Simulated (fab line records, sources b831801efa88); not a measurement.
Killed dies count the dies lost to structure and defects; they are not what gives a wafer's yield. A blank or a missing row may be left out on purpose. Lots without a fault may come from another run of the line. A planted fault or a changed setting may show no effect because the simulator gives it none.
What tool caused it? | flow gf180mcu | 10 lots, 30 wafers sampled, at 4 steps of a route of 602

## WHAT THE GAUGES READ, wafer by wafer
GF_MIM_THK_MEAS_06.
lot  | measured     | on            | MIM_CVD_05_THK (nm)
L324 | day 24 05:25 | film-metro-04 | 42.7 43.3 43.5
L325 | day 24 19:59 | film-metro-02 | 42.5 42.8 43.0
L326 | day 25 00:16 | film-metro-03 | 42.6 43.4 43.3
L327 | day 25 07:52 | film-metro-02 | 43.2 43.1 43.4
L328 | day 25 20:05 | film-metro-03 | 41.9 42.5 42.8
L330 | day 26 21:25 | film-metro-02 | 43.0 43.7 43.3
L335 | day 28 03:39 | film-metro-02 | 42.5 42.7 43.3
L336 | day 28 08:55 | film-metro-04 | 42.9 43.2 43.8
L342 | day 30 03:16 | film-metro-03 | 42.4 43.0 43.3
L346 | day 31 02:35 | film-metro-03 | 42.4 42.2 42.8

GF_MIM_RS_MEAS_10: the measuring method here is four-point-probe.
lot  | measured     | on            | MIM_ALCU_RS (ohm/sq)
L324 | day 24 05:36 | film-metro-02 | 0.1569 0.1567 0.1575
L325 | day 24 20:10 | film-metro-03 | 0.1586 0.1536 0.1593
L326 | day 25 00:26 | film-metro-04 | 0.1555 0.1563 0.1581
L327 | day 25 08:01 | film-metro-03 | 0.1567 0.1634 0.1624
L328 | day 25 20:15 | film-metro-02 | 0.1576 0.1590 0.1571
L330 | day 26 21:35 | film-metro-04 | 0.1622 0.1616 0.1638
L335 | day 28 03:49 | film-metro-04 | 0.1595 0.1626 0.1596
L336 | day 28 09:05 | film-metro-02 | 0.1607 0.1613 0.1599
L342 | day 30 03:26 | film-metro-02 | 0.1620 0.1586 0.1606
L346 | day 31 02:45 | film-metro-02 | 0.1613 0.1601 0.1591

GF_PASSIVATION_THK_MEAS_01.
lot  | measured     | on            | PASSIVATION_CVD_00_THK (nm)
L324 | day 27 21:25 | film-metro-04 | 1043 1045 1052
L325 | day 28 12:35 | film-metro-04 | 1022 1038 1052
L326 | day 28 14:46 | film-metro-01 | 1022 1048 1051
L327 | day 28 20:32 | film-metro-01 | 1033 1020 1031
L328 | day 29 07:58 | film-metro-01 | 1055 1066 1066
L330 | day 30 08:13 | film-metro-04 | 1017 1043 1055
L335 | day 31 11:16 | film-metro-01 | 1040 1033 1063
L336 | day 31 14:43 | film-metro-01 | 1026 1016 1022
L342 | day 33 03:38 | film-metro-01 | 1032 1051 1046
L346 | day 33 23:39 | film-metro-01 | 1019 1022 1042

## WHAT TOOL EACH LOT RAN ON (gives the tool, then ch and the chambers of the sampled wafers, and finally the start)
lot  | GF_TOP_METAL_SPUTTER_03
L324 | pvd-sputter-03, day 27 00:25
L325 | pvd-sputter-01, day 27 16:45
L326 | pvd-sputter-04, day 27 18:00
L327 | pvd-sputter-04, day 28 00:38
L328 | pvd-sputter-04, day 28 12:15
L330 | pvd-sputter-03, day 29 11:31
L335 | pvd-sputter-04, day 30 16:47
L336 | pvd-sputter-04, day 30 20:32
L342 | pvd-sputter-03, day 32 11:06
L346 | pvd-sputter-01, day 33 07:10
- GF_TOP_METAL_SPUTTER_03: material Ti, target thk 5 nm, time 3.3 s.

## AS READ BY THE TOOLS THEMSELVES (means over the sampled wafers that have a number; for cases with no such wafer, the mark the record gives instead)
GF_TOP_METAL_SPUTTER_03.
lot  | tool           | chamber-pressure-pa (Pa) | throttle-valve-pct (%)
L324 | pvd-sputter-03 | 0.2998                   | 29.9
L325 | pvd-sputter-01 | 0.2999                   | 31.0
L326 | pvd-sputter-04 | 0.2999                   | 29.0
L327 | pvd-sputter-04 | 0.2998                   | 29.4
L328 | pvd-sputter-04 | 0.3000                   | 29.2
L330 | pvd-sputter-03 | 0.2995                   | 30.4
L335 | pvd-sputter-04 | 0.2491                   | 31.9
L336 | pvd-sputter-04 | 0.2488                   | 32.1
L342 | pvd-sputter-03 | 0.2998                   | 29.7
L346 | pvd-sputter-01 | 0.3006                   | 30.2

## THE ANSWER, worked out from the rows above alone
Rule: what is usual is taken from the lots themselves. The widest of any qualifying gaps counts: lots, ordered by their means at a reading, are off when they make up no more than a third of the lots, leave a main group of 4 or more, and stand apart from it by 3 or more times the standard deviation of that group's means. A main group whose means are all the same, to the digits that the tables above print for the reading, isn't used. A lot without any number at a reading at which 4 lots or more have one is off too. The other lots that the step has rows for count as sound. The gauges are gone through in route order, then the tools' own readings, and for those a lot's mean is taken as printed above. At the first step where some lot is off, the reading lying furthest off is the one used; lots without a number count as furthest.
Off: L335, L336 (GF_TOP_METAL_SPUTTER_03, chamber-pressure-pa). Main group: mean 0.2999 Pa, sd 0.00029.
A tool fits if, at that step or a process step before it, it ran every lot that is off, and no sound lot after the first of them. One candidate fits, namely pvd-sputter-04 at GF_TOP_METAL_SPUTTER_03. A fault onset in the window from L328 (day 28 12:15, its last sound lot) to L335 (day 30 16:47, its first lot off) fits.
On the lots that are off, the tool's own readings at GF_TOP_METAL_SPUTTER_03 differ by more than 5 times the standard deviation of the sound lots' means, which bears it out; chamber-pressure-pa reads 0.2490 Pa there versus 0.2999 Pa on the sound lots.

## WHAT THE SIMULATOR HAD PUT IN
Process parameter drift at GF_TOP_METAL_SPUTTER_03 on pvd-sputter-04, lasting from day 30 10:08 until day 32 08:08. Setting chamber-pressure-pa shifted by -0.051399 from 0.3. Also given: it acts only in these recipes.
Lots struck among those shown: L335, L336. Same finding as the rule above.
